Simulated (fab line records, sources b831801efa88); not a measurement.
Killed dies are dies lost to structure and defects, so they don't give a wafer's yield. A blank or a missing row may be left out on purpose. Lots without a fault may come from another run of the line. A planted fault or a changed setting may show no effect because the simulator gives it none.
Which tool did it? | flow sfq_line | 7 lots, 21 wafers sampled, at 2 steps of a route of 325

WHAT THE GAUGES READ, wafer by wafer
SFQ_JJ_OVL_MEAS_931.
lot  | measured     | on         | J5_OVL (nm)
L503 | day 44 19:16 | overlay-02 | -2 -3 -6
L506 | day 45 01:31 | overlay-01 | -4 0 -9
L509 | day 52 06:03 | overlay-02 | -3 0 -6
L511 | day 58 00:12 | overlay-02 | 1 1 3
L520 | day 59 02:00 | overlay-02 | -15 -3 -8
L523 | day 61 04:34 | overlay-02 | 1 -3 -7
L525 | day 73 23:00 | overlay-01 | 7 4 1

WHICH TOOL RAN EACH LOT (tool, then ch and the chambers of the sampled wafers, then the start)
lot  | SFQ_TRILAYER_I3_METRO_MEASURE_083
L503 | film_metro-01, day 39 19:37
L506 | film_metro-01, day 40 04:37
L509 | film_metro-01, day 40 22:13
L511 | film_metro-02, day 41 07:25
L520 | film_metro-04, day 48 03:27
L523 | film_metro-02, day 55 01:40
L525 | film_metro-04, day 56 03:17
- SFQ_TRILAYER_I3_METRO_MEASURE_083

THE ANSWER, worked out from the rows above alone
Rule: what is usual is taken from the lots themselves. Put in order of their means at a reading, lots are off if they are a third of the lots or fewer, leave a main group of 4 or more, and stand apart from it by a gap of 3 or more times the standard deviation of the main group's means; of several such gaps the widest counts. A main group whose means are all the same, to the digits that the tables above print for the reading, isn't used. A lot without any number at a reading at which 4 lots or more have one is off too. The other lots that the step has rows for count as sound.
No lot is off at any reading shown: from this, nothing can be told.

WHAT THE SIMULATOR HAD PUT IN
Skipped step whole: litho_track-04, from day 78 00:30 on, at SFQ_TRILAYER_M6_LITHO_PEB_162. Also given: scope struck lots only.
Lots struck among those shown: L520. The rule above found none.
